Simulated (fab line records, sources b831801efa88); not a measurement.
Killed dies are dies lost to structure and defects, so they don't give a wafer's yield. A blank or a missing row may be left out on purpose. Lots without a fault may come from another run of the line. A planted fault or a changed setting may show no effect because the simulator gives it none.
Which tool did it? | flow gf180mcu | 11 lots, 33 wafers sampled, at 5 steps of a route of 602

WHAT THE GAUGES READ, wafer by wafer
GF_V5_THK_MEAS_03. Usual: V5_CVD_02_THK 1451 nm, standard deviation 20.
lot  | measured     | on            | V5_CVD_02_THK (nm) | flag
L699 | day 26 09:03 | film_metro-03 | 1436 1456 1441     |
L700 | day 26 21:26 | film_metro-02 | 1435 1468 1458     |
L702 | day 27 15:19 | film_metro-01 | 1430 1443 1456     |
L707 | day 29 07:22 | film_metro-03 | 1452 1443 1463     |
L708 | day 29 11:48 | film_metro-02 | 1421 1432 1462     |
L709 | day 29 19:09 | film_metro-01 | 1440 1470 1454     |
L710 | day 30 04:13 | film_metro-03 | 1408 1473 1437     |
L711 | day 30 12:41 | film_metro-01 | 1433 1427 1466     |
L712 | day 30 14:24 | film_metro-01 | 1458 1417 1474     |
L713 | day 30 22:08 | film_metro-02 | 1450 1404 1445     |
L721 | day 32 22:26 | film_metro-03 | 1438 1452 1484     |

GF_TOP_METAL_CD_MEAS_14: target cd 440 nm. Usual: cd_nm 439.9 nm, standard deviation 2.6.
lot  | measured     | on        | cd_nm (nm)        | flag
L699 | day 28 04:05 | cd_sem-02 | 439.8 439.7 439.0 |
L700 | day 28 16:01 | cd_sem-02 | 441.0 438.8 441.1 |
L702 | day 29 08:30 | cd_sem-02 | 441.7 440.4 441.5 |
L707 | day 30 23:22 | cd_sem-02 | 442.1 440.5 441.5 |
L708 | day 31 03:26 | cd_sem-01 | 443.7 442.6 444.4 |
L709 | day 31 09:13 | cd_sem-01 | 440.1 440.0 441.4 |
L710 | day 31 18:19 | cd_sem-02 | 424.4 423.9 438.6 | OFF
L711 | day 32 02:14 | cd_sem-01 | 439.8 437.4 440.6 |
L712 | day 32 03:11 | cd_sem-01 | 439.5 440.6 438.7 |
L713 | day 32 10:17 | cd_sem-01 | 442.3 442.7 443.6 |
L721 | day 34 07:47 | cd_sem-01 | 436.3 437.2 438.7 |

WHICH TOOL RAN EACH LOT (tool, then ch and the chambers of the sampled wafers, then the start)
lot  | GF_M5_METAL_ETCH_10               | GF_V5_SPUTTER_21             | GF_TOP_METAL_EXPOSE_11
L699 | rie_metal-04 ch 1, day 26 08:02   | pvd_sputter-02, day 27 07:05 | iline_stepper-01 ch 0, day 27 18:29
L700 | rie_metal-03 ch 0,1, day 26 20:29 | pvd_sputter-04, day 27 19:05 | iline_stepper-02 ch 0, day 28 06:14
L702 | rie_metal-04 ch 0,1, day 27 14:29 | pvd_sputter-02, day 28 12:16 | iline_stepper-02 ch 0, day 28 23:17
L707 | rie_metal-01 ch 0,1, day 29 06:29 | pvd_sputter-02, day 30 03:53 | iline_stepper-01 ch 0, day 30 14:22
L708 | rie_metal-03 ch 0,1, day 29 10:56 | pvd_sputter-02, day 30 07:53 | iline_stepper-01 ch 0, day 30 18:17
L709 | rie_metal-01 ch 0,1, day 29 18:17 | pvd_sputter-02, day 30 14:50 | iline_stepper-01 ch 0, day 31 00:42
L710 | rie_metal-03 ch 0,1, day 30 03:20 | pvd_sputter-02, day 30 23:53 | iline_stepper-01 ch 0, day 31 09:53
L711 | rie_metal-03 ch 0, day 30 11:23   | pvd_sputter-02, day 31 08:05 | iline_stepper-02 ch 0, day 31 17:34
L712 | rie_metal-01 ch 1, day 30 13:07   | pvd_sputter-02, day 31 09:32 | iline_stepper-02 ch 0, day 31 19:04
L713 | rie_metal-04 ch 0,1, day 30 21:14 | pvd_sputter-04, day 31 17:04 | iline_stepper-02 ch 0, day 32 02:38
L721 | rie_metal-03 ch 0,1, day 32 21:34 | pvd_sputter-02, day 33 15:34 | iline_stepper-02 ch 0, day 34 00:28
- GF_M5_METAL_ETCH_10: etches the open film in Cl2/BCl3, stops on SiO2, target depth 627.5 nm, time 104.6 s.
- GF_V5_SPUTTER_21: material Ti, target thk 15 nm, time 80.02 s.
- GF_TOP_METAL_EXPOSE_11: exposes mask MetalTop, target cd 440 nm.

WHAT THE TOOLS THEMSELVES READ (means of the sampled wafers that have a number; where no wafer has one, the mark that the record gives instead)
GF_M5_METAL_ETCH_10. Usual: drypump_motor_current_A 5.5 A, standard deviation 0.44; oes_product_au 0.972 a.u., standard deviation 0.0068; throttle_valve_pct 28.250 %, standard deviation 0.011.
lot  | tool         | drypump_motor_current_A (A) | oes_product_au (a.u.) | throttle_valve_pct (%) | flag
L699 | rie_metal-04 | 5.6                         | 0.968                 | 28.258                 |
L700 | rie_metal-03 | 5.1                         | 0.973                 | 28.252                 |
L702 | rie_metal-04 | 5.4                         | 0.969                 | 28.252                 |
L707 | rie_metal-01 | 5.8                         | 0.976                 | 28.243                 |
L708 | rie_metal-03 | 5.5                         | 0.974                 | 28.252                 |
L709 | rie_metal-01 | 5.6                         | 0.963                 | 28.255                 |
L710 | rie_metal-03 | 5.0                         | 0.973                 | 28.248                 |
L711 | rie_metal-03 | 5.7                         | 0.972                 | 28.251                 |
L712 | rie_metal-01 | 6.1                         | 0.967                 | 28.249                 |
L713 | rie_metal-04 | 5.4                         | 0.972                 | 28.246                 |
L721 | rie_metal-03 | 5.1                         | 0.978                 | 28.242                 |

GF_V5_SPUTTER_21. Usual: substrate_temp_c 199.96 C, standard deviation 0.19; throttle_valve_pct 30.7 %, standard deviation 1.3.
lot  | tool           | substrate_temp_c (C) | throttle_valve_pct (%) | flag
L699 | pvd_sputter-02 | 199.83               | 30.6                   |
L700 | pvd_sputter-04 | 200.09               | 30.6                   |
L702 | pvd_sputter-02 | 199.78               | 31.0                   |
L707 | pvd_sputter-02 | 200.02               | 30.8                   |
L708 | pvd_sputter-02 | 200.08               | 31.3                   |
L709 | pvd_sputter-02 | 199.97               | 30.3                   |
L710 | pvd_sputter-02 | 199.96               | 29.8                   |
L711 | pvd_sputter-02 | 199.99               | 29.6                   |
L712 | pvd_sputter-02 | 199.88               | 31.0                   |
L713 | pvd_sputter-04 | 199.82               | 30.6                   |
L721 | pvd_sputter-02 | 199.92               | 31.0                   |

GF_TOP_METAL_EXPOSE_11. Usual: exposure_dose_mJ_cm2 170.02, standard deviation 0.16; focus_offset_nm -0.1 nm, standard deviation 0.53.
lot  | tool             | exposure_dose_mJ_cm2 | focus_offset_nm (nm) | flag
L699 | iline_stepper-01 | 169.93               | -0.0                 |
L700 | iline_stepper-02 | 170.01               | -0.8                 |
L702 | iline_stepper-02 | 170.16               | -0.3                 |
L707 | iline_stepper-01 | 170.12               | -0.7                 |
L708 | iline_stepper-01 | 170.02               | 0.2                  |
L709 | iline_stepper-01 | 170.17               | -0.3                 |
L710 | iline_stepper-01 | 170.26               | 0.5                  |
L711 | iline_stepper-02 | 170.09               | 0.1                  |
L712 | iline_stepper-02 | 169.84               | -0.6                 |
L713 | iline_stepper-02 | 170.05               | -0.2                 |
L721 | iline_stepper-02 | 170.04               | -0.0                 |

THE ANSWER, worked out from the rows above alone
Rule: a lot is off if the mean of its wafers that have a number lies more than 3 standard deviations from the usual mean. A lot without any number at a reading at which 4 lots or more have one is off too. The other lots that the step has rows for count as sound. The gauges are gone through in route order, then the tools' own readings, and for those a lot's mean is taken as printed above. The first step at which some lot is off is used, and at that step the reading that is off furthest; a lot without a number counts as furthest.
Off: L710, at GF_TOP_METAL_CD_MEAS_14 (cd_nm).
A tool fits if, at a process step before that reading, it ran every lot that is off, and no sound lot after the first of them. The gauges at GF_TOP_METAL_CD_MEAS_14 are tried like those tools. Can't be told from this: 2 tools fit, iline_stepper-01 at GF_TOP_METAL_EXPOSE_11, cd_sem-02 at GF_TOP_METAL_CD_MEAS_14.

WHAT THE SIMULATOR HAD PUT IN
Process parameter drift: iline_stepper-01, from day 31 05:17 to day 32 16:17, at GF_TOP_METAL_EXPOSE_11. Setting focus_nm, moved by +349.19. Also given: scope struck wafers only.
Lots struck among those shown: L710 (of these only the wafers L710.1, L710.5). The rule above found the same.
